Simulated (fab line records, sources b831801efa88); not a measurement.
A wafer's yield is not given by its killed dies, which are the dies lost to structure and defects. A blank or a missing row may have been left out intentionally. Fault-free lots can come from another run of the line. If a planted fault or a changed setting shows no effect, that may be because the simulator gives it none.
Which of the tools did it?    flow sky130    11 lots with 33 wafers sampled at 4 steps, on a route of 708 steps

== WHAT EACH GAUGE READ, for each wafer ==
SKY_CAP2M_THK_MEAS_01.
lot   measured      on             CAP2M_CVD_00_THK (nm)
L811  day 40 08:13  film_metro-02  15.57 15.70 15.45
L812  day 40 17:38  film_metro-04  14.94 15.29 15.24
L813  day 41 08:22  film_metro-04  15.42 15.82 15.61
L816  day 42 09:42  film_metro-02  15.27 15.36 15.90
L817  day 42 16:43  film_metro-02  15.01 15.37 15.57
L819  day 43 03:16  film_metro-04  15.14 15.54 15.59
L824  day 44 10:52  film_metro-03  15.20 15.41 20.66
L826  day 44 17:13  film_metro-03  15.14 15.84 15.57
L827  day 45 06:09  film_metro-04  15.39 15.78 20.70
L832  day 46 08:46  film_metro-02  15.29 15.47 15.79
L833  day 46 12:10  film_metro-03  15.52 15.58 15.85

== WHICH TOOL RAN EACH LOT (tool, then ch and the chambers of the sampled wafers, then the start) ==
lot   SKY_METAL3_SPUTTER_01         SKY_METAL3_STRIP_19                   SKY_CAP2M_CVD_00
L811  pvd_sputter-03, day 37 00:16  plasma_asher-03 ch 0,1, day 39 04:27  pecvd-04 ch 0,1,2, day 40 08:11
L812  pvd_sputter-02, day 37 09:26  plasma_asher-04 ch 0,1, day 39 14:17  pecvd-04 ch 0,1, day 40 17:37
L813  pvd_sputter-01, day 38 01:11  plasma_asher-01 ch 0,1, day 40 05:10  pecvd-03 ch 0,1,2, day 41 08:21
L816  pvd_sputter-01, day 39 04:17  plasma_asher-04 ch 0,1, day 41 06:56  pecvd-03 ch 0,2, day 42 09:40
L817  pvd_sputter-03, day 39 12:10  plasma_asher-03 ch 0,1, day 41 14:11  pecvd-03 ch 0,2, day 42 16:41
L819  pvd_sputter-01, day 39 22:08  plasma_asher-03 ch 0, day 42 00:20    pecvd-03 ch 0,1, day 43 03:14
L824  pvd_sputter-03, day 41 08:27  plasma_asher-04 ch 0,1, day 43 08:49  pecvd-04 ch 0,2, day 44 10:50
L826  pvd_sputter-01, day 41 14:17  plasma_asher-03 ch 0,1, day 43 14:44  pecvd-03 ch 0,1, day 44 17:12
L827  pvd_sputter-03, day 42 05:55  plasma_asher-03 ch 0,1, day 44 05:17  pecvd-04 ch 0,1, day 45 06:07
L832  pvd_sputter-03, day 43 09:40  plasma_asher-03 ch 0,1, day 45 08:00  pecvd-03 ch 0,2, day 46 08:44
L833  pvd_sputter-03, day 43 14:10  plasma_asher-04 ch 0,1, day 45 12:19  pecvd-03 ch 1,2, day 46 12:09
- SKY_METAL3_SPUTTER_01: material TiN, target thk 20 nm, time 16.7 s.
- SKY_METAL3_STRIP_19: strips in O2/N2.
- SKY_CAP2M_CVD_00: deposits SiO2, target thk 15.5 nm.

== THE ANSWER, worked out from the rows above alone ==
Rule: what is usual is taken from the lots themselves. The widest of any qualifying gaps counts: lots, ordered by their means at a reading, are off when they make up no more than a third of the lots, leave a main group of 4 or more, and stand apart from it by 3 or more times the standard deviation of that group's means. A main group is skipped when, at the precision printed for the reading in the tables above, its means are all equal. Also off: a lot with no number at a reading for which 4 or more lots have one. All remaining lots with rows at the step are treated as sound.
Off: L824, L827, seen at SKY_CAP2M_THK_MEAS_01 (CAP2M_CVD_00_THK). Main group: mean 15.48 nm, sd 0.15.
If a tool, at a process step before that reading, ran all the lots that are off and no sound lot after the first of them, it fits. The gauges at SKY_CAP2M_THK_MEAS_01 are tried like those tools. One fits: pecvd-04 at SKY_CAP2M_CVD_00. Its last sound lot is L812 (day 40 17:37), its first lot that is off L824 (day 44 10:50): a fault that began between those two fits.

== WHAT WAS PUT IN BY THE SIMULATOR ==
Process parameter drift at SKY_CAP2M_CVD_00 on pecvd-04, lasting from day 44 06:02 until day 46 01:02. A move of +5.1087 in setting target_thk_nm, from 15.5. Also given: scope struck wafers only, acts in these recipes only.
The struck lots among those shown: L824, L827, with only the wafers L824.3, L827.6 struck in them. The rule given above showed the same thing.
